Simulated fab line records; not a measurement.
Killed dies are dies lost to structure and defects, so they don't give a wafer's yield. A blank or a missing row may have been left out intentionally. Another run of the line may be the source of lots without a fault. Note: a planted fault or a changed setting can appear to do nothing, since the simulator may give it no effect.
Which tool did it? ; flow gf180mcu ; 33 wafers from 11 lots sampled at 6 of the route's 602 steps

== WHAT EACH GAUGE READ, for each wafer ==
GF_M2_RS_MEAS_05: uses a four-point probe to measure.
lot;measured;on;M2_ALCU_RS (ohm/sq)
L520;day 18 11:05;film-metro-03;0.0702 0.0687 0.0691
L521;day 18 20:44;film-metro-02;0.0699 0.0694 0.0682
L524;day 19 14:52;film-metro-03;0.0697 0.0695 0.0687
L525;day 20 07:41;film-metro-04;0.0678 0.0695 0.0693
L527;day 21 09:01;film-metro-03;0.0713 0.0691 0.0712
L531;day 22 19:17;film-metro-04;0.0711 0.0715 0.0699
L532;day 23 10:52;film-metro-03;0.0692 0.0678 0.0675
L533;day 24 03:41;film-metro-02;0.0692 0.0699 0.0695
L536;day 24 13:28;film-metro-03;0.0695 0.0698 0.0689
L538;day 24 18:14;film-metro-03;0.0360 0.0690 0.0359
L537;day 24 21:23;film-metro-02;0.0363 0.0692 0.0362

GF_M2_THK_MEAS_06: measures by xrf.
lot;measured;on;M2_ALCU_THK (nm)
L520;day 18 11:12;film-metro-03;439 450 449
L521;day 18 20:52;film-metro-02;450 450 457
L524;day 19 14:58;film-metro-03;444 447 454
L525;day 20 07:47;film-metro-04;459 449 450
L527;day 21 09:07;film-metro-03;433 449 431
L531;day 22 19:25;film-metro-04;437 435 439
L532;day 23 10:59;film-metro-03;453 459 462
L533;day 24 03:49;film-metro-02;447 444 446
L536;day 24 13:35;film-metro-03;451 449 454
L538;day 24 18:22;film-metro-03;869 456 868
L537;day 24 21:31;film-metro-02;848 449 852

GF_M2_OVL_MEAS_15.
lot;measured;on;M2_OVL (nm)
L520;day 19 11:10;overlay-02;-5 4 -3
L521;day 19 21:12;overlay-02;-3 -6 -6
L524;day 20 14:49;overlay-01;0 1 -4
L525;day 21 07:02;overlay-02;11 5 -1
L527;day 22 08:52;overlay-01;3 -10 9
L531;day 23 17:35;overlay-01;-8 -11 -7
L532;day 24 09:40;overlay-01;-3 -8 3
L533;day 25 02:35;overlay-01;-5 6 -3
L536;day 25 11:21;overlay-02;9 4 9
L538;day 25 15:00;overlay-01;-8 3 2
L537;day 25 19:03;overlay-01;-8 2 1

== WHAT TOOL EACH LOT RAN ON (gives the tool, then ch and the chambers of the sampled wafers, and finally the start) ==
lot;GF_V1_STRIP_18;GF_V1_SPUTTER_22;GF_M2_SPUTTER_02
L520;plasma-asher-01 ch 0,1, day 18 09:36;pvd-sputter-03, day 18 10:14;pvd-sputter-02, day 18 10:59
L521;plasma-asher-01 ch 1, day 18 19:17;pvd-sputter-01, day 18 19:53;pvd-sputter-04, day 18 20:39
L524;plasma-asher-02 ch 0,1, day 19 13:23;pvd-sputter-01, day 19 13:57;pvd-sputter-02, day 19 14:43
L525;plasma-asher-02 ch 0,1, day 20 06:08;pvd-sputter-03, day 20 06:47;pvd-sputter-02, day 20 07:33
L527;plasma-asher-01 ch 0, day 21 07:32;pvd-sputter-03, day 21 08:08;pvd-sputter-01, day 21 08:54
L531;plasma-asher-01 ch 0,1, day 22 17:50;pvd-sputter-02, day 22 18:26;pvd-sputter-01, day 22 19:12
L532;plasma-asher-04 ch 0, day 23 09:17;pvd-sputter-02, day 23 09:53;pvd-sputter-04, day 23 10:46
L533;plasma-asher-01 ch 0,1, day 24 02:14;pvd-sputter-02, day 24 02:50;pvd-sputter-04, day 24 03:36
L536;plasma-asher-02 ch 0,1, day 24 12:00;pvd-sputter-02, day 24 12:37;pvd-sputter-04, day 24 13:23
L538;plasma-asher-01 ch 0,1, day 24 16:47;pvd-sputter-01, day 24 17:23;pvd-sputter-04, day 24 18:09
L537;plasma-asher-02 ch 0,1, day 24 19:56;pvd-sputter-03, day 24 20:32;pvd-sputter-04, day 24 21:18
- GF_V1_STRIP_18: strips in O2/N2.
- GF_V1_SPUTTER_22: material TiN, target thk 10 nm, time 40 s.
- GF_M2_SPUTTER_02: material AlCu, target thk 450 nm, time 23.9 s.

== WHAT THE TOOLS THEMSELVES READ (means of the sampled wafers that have a number; where no wafer has one, the mark that the record gives instead) ==
GF_V1_STRIP_18.
lot;tool;drypump-motor-current-A (A);heater-power-w (W);oes-product-au (a.u.)
L520;plasma-asher-01;5.7;364;0.596
L521;plasma-asher-01;5.6;315;0.596
L524;plasma-asher-02;5.6;357;0.586
L525;plasma-asher-02;5.3;366;0.594
L527;plasma-asher-01;5.7;382;0.589
L531;plasma-asher-01;5.7;362;0.594
L532;plasma-asher-04;5.4;355;0.593
L533;plasma-asher-01;5.7;358;0.591
L536;plasma-asher-02;5.3;364;0.592
L538;plasma-asher-01;5.7;358;0.588
L537;plasma-asher-02;5.3;363;0.592

GF_V1_SPUTTER_22.
lot;tool;throttle-valve-pct (%)
L520;pvd-sputter-03;30.5
L521;pvd-sputter-01;29.1
L524;pvd-sputter-01;29.5
L525;pvd-sputter-03;30.0
L527;pvd-sputter-03;30.4
L531;pvd-sputter-02;30.2
L532;pvd-sputter-02;29.1
L533;pvd-sputter-02;29.5
L536;pvd-sputter-02;29.6
L538;pvd-sputter-01;29.6
L537;pvd-sputter-03;30.6

GF_M2_SPUTTER_02.
lot;tool;throttle-valve-pct (%)
L520;pvd-sputter-02;29.4
L521;pvd-sputter-04;28.6
L524;pvd-sputter-02;29.3
L525;pvd-sputter-02;29.2
L527;pvd-sputter-01;29.8
L531;pvd-sputter-01;30.1
L532;pvd-sputter-04;29.2
L533;pvd-sputter-04;28.1
L536;pvd-sputter-04;28.5
L538;pvd-sputter-04;29.8
L537;pvd-sputter-04;29.1

== THE ANSWER, worked out from the rows above alone ==
Rule: the usual values come from the lots themselves. Put in order of their means at a reading, lots are off if they are a third of the lots or fewer, leave a main group of 4 or more, and stand apart from it by a gap of 3 or more times the standard deviation of the main group's means; of several such gaps the widest counts. A main group is skipped when, at the precision printed for the reading in the tables above, its means are all equal. Also off: a lot with no number at a reading for which 4 or more lots have one. The other lots that the step has rows for count as sound. First the gauges in route order, then the tools' own readings, where a lot's mean is used as printed above. The first step at which some lot is off is used, and at that step the reading that is off furthest; a lot without a number counts as furthest.
Off: L538, L537, at GF_M2_RS_MEAS_05 (M2_ALCU_RS). Mean 0.0695 ohm/sq and standard deviation 0.00076 in the main group.
A tool fits if, at a process step before that reading, it ran every lot that is off, and no sound lot after the first of them. The gauges at GF_M2_RS_MEAS_05 are tried like those tools. One candidate fits, namely pvd-sputter-04 at GF_M2_SPUTTER_02. Its last sound lot is L536 (day 24 13:23), its first lot that is off L538 (day 24 18:09): a fault that began between those two fits.

== WHAT WAS PUT IN BY THE SIMULATOR ==
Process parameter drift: pvd-sputter-04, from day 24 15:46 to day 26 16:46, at GF_M2_SPUTTER_02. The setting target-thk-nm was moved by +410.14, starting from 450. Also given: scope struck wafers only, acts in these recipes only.
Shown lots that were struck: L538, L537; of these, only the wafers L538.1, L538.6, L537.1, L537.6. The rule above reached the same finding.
